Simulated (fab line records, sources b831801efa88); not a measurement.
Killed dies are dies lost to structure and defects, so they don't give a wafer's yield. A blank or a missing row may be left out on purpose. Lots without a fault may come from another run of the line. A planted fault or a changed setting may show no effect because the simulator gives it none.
Tool commonality check | flow gf180mcu | 13 lots, 42 wafers sampled

WHY IT WAS OPENED
At GF_VT_IMPLANT_TW_MEAS_21 the reading VT_IMPLANT_2_TW is flagged on 1 of 13 lots. Wafers without a fault read 1207, standard deviation 11.
Rule: a lot is flagged when every wafer of it that has a number lies more than 4 standard deviations from that mean, or none has a number. The other lots count as sound.

lot  | measured     | on            | VT_IMPLANT_2_TW, wafer by wafer | flag
L757 | day 6 06:17  | film_metro-04 | 1222 1217 1222                  |
L758 | day 6 12:36  | film_metro-01 | 1193 1202 1194                  |
L759 | day 6 15:32  | film_metro-04 | 1219 1217 1219                  |
L761 | day 7 06:55  | film_metro-03 | 1197 1200 1194                  |
L762 | day 7 13:41  | film_metro-03 | 1200 1201 1206                  |
L763 | day 7 17:43  | film_metro-03 | 1198 1202 1204                  |
L764 | day 8 01:28  | film_metro-01 | 1201 1206 1207                  |
L773 | day 10 12:22 | film_metro-03 | 30 30 30 30 30 30               | FLAGGED
L776 | day 11 08:41 | film_metro-01 | 1208 1205 1209                  |
L777 | day 11 12:32 | film_metro-04 | 1220 1221 1223                  |
L778 | day 11 18:26 | film_metro-03 | 1197 1195 1202                  |
L779 | day 12 01:20 | film_metro-03 | 1198 1200 1204                  |
L780 | day 12 09:56 | film_metro-01 | 1198 1199 1195                  |
The numbers of the flagged lots are 30 on average: -1177 against the usual, or -99 or more standard deviations.

WHICH TOOL RAN EACH LOT
The record holds 1 process step before the reading, out of a route of 602 steps. In each cell: the tool, then ch and the chambers that the sampled wafers went through, then the start.
lot  | flag    | GF_VT_IMPLANT_EXPOSE_15
L757 |         | iline_stepper-02 ch 0, day 5 22:37
L758 |         | iline_stepper-02 ch 0, day 6 05:05
L759 |         | iline_stepper-01 ch 0, day 6 08:16
L761 |         | iline_stepper-01 ch 0, day 6 23:17
L762 |         | iline_stepper-01 ch 0, day 7 05:43
L763 |         | iline_stepper-02 ch 0, day 7 09:46
L764 |         | iline_stepper-02 ch 0, day 7 17:23
L773 | FLAGGED | iline_stepper-02 ch 0, day 10 03:21
L776 |         | iline_stepper-01 ch 0, day 10 23:38
L777 |         | iline_stepper-01 ch 0, day 11 02:56
L778 |         | iline_stepper-02 ch 0, day 11 08:51
L779 |         | iline_stepper-02 ch 0, day 11 16:16
L780 |         | iline_stepper-01 ch 0, day 12 00:28
What these steps do:
- GF_VT_IMPLANT_EXPOSE_15: exposes mask Nwell LV AREA, target cd 860 nm.
- GF_VT_IMPLANT_TW_MEAS_21

FLAGGED OVER TOTAL, TOOL BY TOOL (the gauges that took the reading come last)
step                     | tool             | lots run | flagged | share of the flagged lots | sound lots run after its first flagged lot
GF_VT_IMPLANT_EXPOSE_15  | iline_stepper-01 | 6        | 0       | none                      | -
GF_VT_IMPLANT_EXPOSE_15  | iline_stepper-02 | 7        | 1       | all                       | 2 (L778,L779)
GF_VT_IMPLANT_TW_MEAS_21 | film_metro-01    | 4        | 0       | none                      | -
GF_VT_IMPLANT_TW_MEAS_21 | film_metro-03    | 6        | 1       | all                       | 2 (L778,L779)
GF_VT_IMPLANT_TW_MEAS_21 | film_metro-04    | 3        | 0       | none                      | -

WHAT THE TABLE ALLOWS
2 rows of the table ran every flagged lot: iline_stepper-02 at GF_VT_IMPLANT_EXPOSE_15, film_metro-03 at GF_VT_IMPLANT_TW_MEAS_21.
- iline_stepper-02 at GF_VT_IMPLANT_EXPOSE_15: 1 of its 7 lots flagged. Sound lots ran on it after the first flagged one (L778, L779), which a lasting fault on the whole tool wouldn't allow.
- film_metro-03 at GF_VT_IMPLANT_TW_MEAS_21: 1 of its 6 lots flagged. Sound lots ran on it after the first flagged one (L778, L779), which a lasting fault on the whole tool wouldn't allow.
No row of the table ran every flagged lot and no sound lot after the first.

WHAT THE SIMULATOR HAD PUT IN
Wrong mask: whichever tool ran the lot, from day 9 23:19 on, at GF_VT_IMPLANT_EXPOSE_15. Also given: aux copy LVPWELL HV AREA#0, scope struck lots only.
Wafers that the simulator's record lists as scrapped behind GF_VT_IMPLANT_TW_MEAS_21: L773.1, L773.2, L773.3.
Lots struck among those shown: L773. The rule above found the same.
